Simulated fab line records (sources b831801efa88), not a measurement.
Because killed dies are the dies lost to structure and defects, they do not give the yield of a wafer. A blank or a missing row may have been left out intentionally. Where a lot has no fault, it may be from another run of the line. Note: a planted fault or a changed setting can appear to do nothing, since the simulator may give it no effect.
What tool caused it?	flow sky130	Sampling: 11 lots, 33 wafers, 5 of 708 route steps

== WHAT THE GAUGES SHOWED, per wafer ==
SKY_NWELL_TW_MEAS_26.
lot	measured	on	NWELL_2_TW
L263	day 5 04:08	film_metro-03	496 496 498
L265	day 5 20:47	film_metro-02	492 491 495
L266	day 5 23:23	film_metro-04	501 503 501
L269	day 6 19:25	film_metro-04	498 498 498
L271	day 7 03:37	film_metro-03	495 498 497
L272	day 7 13:25	film_metro-03	496 497 499
L281	day 10 01:56	film_metro-02	497 499 500
L282	day 10 03:13	film_metro-03	494 492 492
L283	day 10 11:20	film_metro-03	494 490 490
L285	day 10 19:26	film_metro-04	500 499 500
L286	day 11 03:40	film_metro-02	500 501 500

SKY_VT_ADJUST_HVTR_OVL_MEAS_08.
lot	measured	on	VT_ADJUST_HVTR_OVL (nm)
L263	day 9 06:14	overlay-01	-0.6 0.0 0.5
L265	day 10 03:58	overlay-01	0.4 -1.0 0.2
L266	day 10 08:40	overlay-02	-0.5 -2.0 -1.7
L269	day 11 09:46	overlay-02	-0.4 0.0 -0.8
L271	day 11 17:46	overlay-01	1.8 1.0 0.3
L272	day 12 04:25	overlay-02	0.1 0.1 -0.9
L281	day 15 07:37	overlay-01	-0.5 1.3 0.3
L282	day 15 08:29	overlay-01	0.3 1.6 -0.6
L283	day 15 19:54	overlay-02	-0.8 0.1 -0.8
L285	day 16 05:05	overlay-01	0.7 1.4 0.8
L286	day 16 13:22	overlay-01	-1.5 -2.3 -1.5

SKY_GATE_OXIDE_OVL_MEAS_10.
lot	measured	on	GATE_OXIDE_OVL (nm)
L263	day 13 13:31	overlay-01	2.8 2.5 0.7
L265	day 14 13:13	overlay-01	0.2 0.1 -0.9
L266	day 14 22:54	overlay-02	-2.7 -0.5 -1.4
L269	day 16 00:41	overlay-01	0.6 2.5 0.3
L271	day 16 12:17	overlay-02	-0.8 -0.9 -0.8
L272	day 16 19:40	overlay-01	-1.1 -1.8 -1.0
L281	day 20 14:05	overlay-02	-0.8 -2.3 -0.8
L282	day 20 13:47	overlay-01	-0.5 0.1 -0.1
L283	day 21 03:19	overlay-02	0.0 0.9 2.4
L285	day 21 14:19	overlay-01	-3.3 -2.7 -1.4
L286	day 21 23:26	overlay-01	0.1 -1.1 -1.6

SKY_SPACER_THK_MEAS_01.
lot	measured	on	SPACER_CVD_00_THK (nm)
L263	day 22 15:49	film_metro-03	43.7 43.2 43.5
L265	day 24 04:51	film_metro-03	42.5 43.0 43.1
L266	day 24 07:59	film_metro-02	43.5 43.5 43.4
L269	day 25 07:24	film_metro-04	43.3 43.3 43.4
L271	day 25 18:56	film_metro-02	34.5 34.5 34.6 34.5 34.5 34.7
L272	day 26 02:59	film_metro-03	35.2 35.2 35.5 35.1 35.2 35.6
L281	day 29 23:57	film_metro-04	43.7 43.6 43.4
L282	day 29 23:56	film_metro-03	42.7 42.7 42.3
L283	day 30 02:25	film_metro-02	43.1 43.0 42.9
L285	day 30 12:08	film_metro-04	43.6 44.0 43.4
L286	day 30 23:29	film_metro-04	43.1 43.2 43.6

== WHICH TOOL RAN EACH LOT (tool, then ch and the chambers of the sampled wafers, then the start) ==
lot	SKY_SPACER_CVD_00
L263	lpcvd-02 ch 1, day 22 14:37
L265	lpcvd-02 ch 1, day 24 03:37
L266	lpcvd-02 ch 0, day 24 06:10
L269	lpcvd-02 ch 1, day 25 05:35
L271	lpcvd-02 ch 0, day 25 17:07
L272	lpcvd-02 ch 0, day 26 01:46
L281	lpcvd-02 ch 1, day 29 22:44
L282	lpcvd-02 ch 1, day 29 22:44
L283	lpcvd-02 ch 1, day 30 01:11
L285	lpcvd-02 ch 1, day 30 10:55
L286	lpcvd-02 ch 1, day 30 21:40
- SKY_SPACER_CVD_00: deposits Si3N4 from DCS/NH3, target thk 43.1 nm, time 740 s.

== WHAT THE TOOLS THEMSELVES READ (means of the sampled wafers that have a number; where no wafer has one, the mark that the record gives instead) ==
SKY_SPACER_CVD_00.
lot	tool	pressure_mtorr (mTorr)
L263	lpcvd-02	249.8
L265	lpcvd-02	250.0
L266	lpcvd-02	249.6
L269	lpcvd-02	250.1
L271	lpcvd-02	125.0
L272	lpcvd-02	123.7
L281	lpcvd-02	249.6
L282	lpcvd-02	249.3
L283	lpcvd-02	249.8
L285	lpcvd-02	250.2
L286	lpcvd-02	250.4

== THE ANSWER, worked out from the rows above alone ==
Rule: the lots themselves supply what counts as usual. Put in order of their means at a reading, lots are off if they are a third of the lots or fewer, leave a main group of 4 or more, and stand apart from it by a gap of 3 or more times the standard deviation of the main group's means; of several such gaps the widest counts. A main group whose means are all the same, to the digits that the tables above print for the reading, isn't used. A lot without any number at a reading at which 4 lots or more have one is off too. Where the step has rows for the other lots, those lots are counted as sound. The gauges are gone through in route order, then the tools' own readings, and for those a lot's mean is taken as printed above. The first step at which some lot is off is used, and at that step the reading that is off furthest; a lot without a number counts as furthest.
Off: L271, L272, seen at SKY_SPACER_THK_MEAS_01 (SPACER_CVD_00_THK). Mean 43.2 nm and standard deviation 0.34 in the main group.
A tool fits if, at a process step before that reading, it ran every lot that is off, and no sound lot after the first of them. The gauges at SKY_SPACER_THK_MEAS_01 aren't tried: what is off there is off at SKY_SPACER_CVD_00 too, on other tools, and a gauge's error can't cause that. Of those tried, none fits.

== WHAT WAS PUT IN BY THE SIMULATOR ==
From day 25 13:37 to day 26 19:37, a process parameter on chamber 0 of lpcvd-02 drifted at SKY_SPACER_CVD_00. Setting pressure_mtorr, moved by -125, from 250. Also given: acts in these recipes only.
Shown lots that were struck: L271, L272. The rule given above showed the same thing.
